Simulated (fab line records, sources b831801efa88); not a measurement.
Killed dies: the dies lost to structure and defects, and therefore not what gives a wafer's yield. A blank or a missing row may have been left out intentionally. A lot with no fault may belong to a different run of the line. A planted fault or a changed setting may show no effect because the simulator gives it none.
8D (eight disciplines) problem report, filled in by code | flow gf180mcu | the parts of the form that need people (team, actions taken, sign-off) are left out

== 1. WHAT WENT WRONG ==
Mean of developer_temp_C at GF_V3_DEVELOP_13: 18.93 C across 6 wafers in 2 lots; on wafers with no fault it is 20.98 C (standard deviation 0.099). Measured from the usual mean, that is -21 standard deviations.
The step: develop time 60 s.
First observed at day 24 08:11: wafer L223.2, on litho_track-03. Wafers with a number at this step in the record: 42, from 14 lots. The rule behind "out" and "out of limits": a value lying over 4 standard deviations away from the usual mean. The rest of the wafers with a number are treated as sound.

== 2. WHAT IT IS; WHAT IT IS NOT ==
question                    | is                     | is not
which readings at this step | developer_temp_C       | -
which lots                  | L223, L226             | L218, L219, L220, L232, L233, L234, L235, L236, L237, L238, L239, L240
which wafers of those lots  | all that have a number | -
read on which tools         | litho_track-03         | litho_track-01, litho_track-04
when                        | from day 24 08:11      | up to then (9 sound wafers); but 27 sound wafers of L232, L233, L234, L235, L236, L237, L238, L239, L240 came after

== 3. THE SUSPECTS, EACH WITH WHAT RULES IT OUT ==
Counting: a tool stays on the suspect list if, at a process step up to the reading, it processed all lots that are out and no sound lot following the first of them.
- cmp-01 at GF_V3_CMP_04 (polishes SiO2): ruled out as a lasting fault. The sound lots L235, L238, L240 went through it after L223, its earliest lot that is out (day 23 09:13).
- litho_track-03 at GF_V3_DEVELOP_13 (develop time 60 s): ruled out as a lasting fault. The sound lots L238, L239, L240 went through it after L223, its earliest lot that is out (day 24 08:11).
Left after counting: nothing in the record.

== 4. THE CAUSE (what the simulator had put in) ==
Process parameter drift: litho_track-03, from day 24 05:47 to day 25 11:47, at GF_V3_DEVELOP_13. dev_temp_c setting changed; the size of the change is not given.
Counting ruled it out, wrongly.

== 5. THE CHAIN OF EFFECTS, in route order ==
Each row: a reading where the mean over the struck wafers with a number is more than 3 standard deviations away from the usual. Only readings for which the record gives a usual standard deviation are gone through. hours: the time from each lot's start at the first step in this table that gives one to its start at this step, as a median over the lots. sigmas: the change in usual standard deviations.
hours | step             | reading          | usual   | on struck wafers | change | sigmas
0     | GF_V3_DEVELOP_13 | developer_temp_C | 20.98 C | 18.93            | -2.05  | -21
Its process steps:
- GF_V3_DEVELOP_13: develop time 60 s.

== 6. HOW IT WOULD HAVE BEEN CAUGHT EARLIER ==
In this record the first reading out of limits was taken at day 24 08:11, 2 hours after the fault began at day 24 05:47.
